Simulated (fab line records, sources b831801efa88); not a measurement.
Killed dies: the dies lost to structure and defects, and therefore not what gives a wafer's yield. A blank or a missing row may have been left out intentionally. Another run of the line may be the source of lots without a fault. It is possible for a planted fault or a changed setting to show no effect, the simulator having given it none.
A lot that was struck, set against a sound lot || flow sky130 || 35 steps out of a route of 708
Sound: wafers L722.1, L722.2, L722.6. Struck: wafer L733.1. (L733.5, L733.6 of the same lot were not struck and are left out.) The cause comes at the end.
Per side, at each step with rows, come the tool, then ch with its chambers, and then its first start. Under that, the readings that differ: sound wafers || struck wafers || difference of the means || sigmas: that difference in standard deviations of wafers without a fault.
alike: same words and numbers on both sides, and readings whose means sit less than 2 such deviations apart. not compared: any withheld reading, any reading some wafer has no value for, any bound like >300 that may hide the same value, and any number with overlapping values for which the record gives no deviation.
Wherever a step has rows on one side only, a row that says differs or no value, or a row with sigmas, the two part there. Numbers that have no deviation but don't overlap get no sigmas and don't part them. A reading missing from all wafers of one side parts the sides only when that side holds two or more wafers.

first, 10 steps without rows for these wafers: SKY_VIA1_ETCH_15 (etches SiO2 in C4F8/O2/Ar, stops on TiN, target depth 351 nm, time 54 s); SKY_VIA1_STRIP_16 (strips in O2/N2); SKY_VIA1_STRIP_17 (strips in post etch residue remover, time 1200 s); SKY_VIA1_CLEAN_18 (cleans in IPA, time 180 s); SKY_VIA1_CLEAN_19 (cleans in O3/DIW); SKY_VIA1_SPUTTER_20 (material TiN, target thk 20 nm, time 80 s); SKY_VIA1_CVD_21 (deposits W, target thk 270 nm, time 80.902 s); SKY_VIA1_CMP_24 (polishes, stops on SiO2, t overpolish 15 s, target thk 0 nm); SKY_METAL2_SPUTTER_00 (material Ti, target thk 15 nm, time 10 s); SKY_METAL2_SPUTTER_01 (material TiN, target thk 20 nm, time 16.7 s).
SKY_METAL2_SPUTTER_02: material AlCu, target thk 250 nm, time 13.3 s.
  sound on pvd sputter-02, day 34 23:59; struck on pvd sputter-01, day 38 02:54
  alike: throttle valve pct
then, 23 steps without rows for these wafers: SKY_METAL2_SPUTTER_03 (material Ti, target thk 5 nm, time 3.3 s); SKY_METAL2_SPUTTER_04 (material TiN, target thk 70 nm, time 58.3 s); SKY_METAL2_DEHYDRATE_07 (time 60 s); SKY_METAL2_HMDS_08 (prime time 60 s); SKY_METAL2_COAT_09 (resist thk 60 nm); SKY_METAL2_COAT_10 (resist thk 450 nm); SKY_METAL2_SOFTBAKE_11 (time 90 s); SKY_METAL2_EXPOSE_12 (exposes mask MM2, target cd 140 nm); SKY_METAL2_PEB_13; SKY_METAL2_DEVELOP_14 (develop time 60 s); SKY_METAL2_DESCUM_17 (chemistry O2, time 8 s); SKY_METAL2_ETCH_18 (etches BARC in N2/H2, stops on SiO2, time 45.9 s, target depth 60 nm); SKY_METAL2_METAL_ETCH_19 (etches the open film in Cl2/BCl3, stops on SiO2, target depth 360 nm, time 78 s); SKY_METAL2_STRIP_20 (strips in O2/N2); SKY_METAL2_STRIP_21 (strips in post etch residue remover, time 1200 s); SKY_METAL2_CLEAN_22 (cleans in IPA, time 180 s); SKY_METAL2_CLEAN_23 (cleans in O3/DIW); SKY_VIA2_HDPCVD_00 (deposits SiO2, target thk 1180 nm, time 196.7 s); SKY_VIA2_CMP_02 (polishes SiO2); SKY_VIA2_DEHYDRATE_04 (time 60 s); SKY_VIA2_HMDS_05 (prime time 60 s); SKY_VIA2_COAT_06 (resist thk 60 nm); SKY_VIA2_COAT_07 (resist thk 450 nm).
-- the record jumps here: 11 days lie between the struck wafers' starts before and after (it left off in module VIA2 and takes up again in module PAD_OPEN, whose first step shown is number 708 of the route) --
SKY_PAD_OPEN_PROBE_99:
  sound on prober-02, day 46 13:17; struck on prober-02, day 48 23:44
{"reading": "defect limited yield (%)", "sound": "78.5 84.6 82.3", "struck": 67.5, "difference": -14.3, "sigmas": -7}
{"reading": "killed_at_M0_to_M3", "sound": "55 40 37", "struck": 104, "difference": "+60", "sigmas": "+9"}
{"reading": "killed dies", "sound": "106 76 87", "struck": 160, "difference": "+70", "sigmas": "+7"}
{"reading": "sort_bin_3_pad_short (%)", "sound": "1.4 1.8 0.6", "struck": 5.7, "difference": "+4.4", "sigmas": "+12"}
{"reading": "sort_bin_5_function (%)", "sound": "13.8 7.7 10.6", "struck": 20.1, "difference": "+9.4", "sigmas": "+7"}
{"reading": "sort n pass", "sound": "386 416 405", "struck": 332, "difference": -70, "sigmas": -7}
{"reading": "sort yield pct (%)", "sound": "78.5 84.6 82.3", "struck": 67.5, "difference": -14.3, "sigmas": -7}
{"reading": "model.etest.tester.sort n pass", "sound": "386 416 405", "struck": 332, "difference": -70, "sigmas": ""}
{"reading": "model.etest.tester.sort yield pct (%)", "sound": "78.46 84.55 82.32", "struck": 67.48, "difference": -14.30, "sigmas": ""}
{"reading": "model.etest.tester.sort_bin_5_pct (%)", "sound": "13.82 7.724 10.57", "struck": 20.12, "difference": "+9.42", "sigmas": ""}
{"reading": "model.etest.tester.sort_bin_3_pct (%)", "sound": "1.423 1.829 0.6098", "struck": 5.691, "difference": "+4.404", "sigmas": ""}
  alike: killed_at_M4_up, killed at contacts, killed at front end, killed at other, killed on rim, killed open, killed short, sort_bin_6_memory

== WHERE THEY PART ==
SKY_PAD_OPEN_PROBE_99 only, going by this record.

WHY: what had been put in by the simulator
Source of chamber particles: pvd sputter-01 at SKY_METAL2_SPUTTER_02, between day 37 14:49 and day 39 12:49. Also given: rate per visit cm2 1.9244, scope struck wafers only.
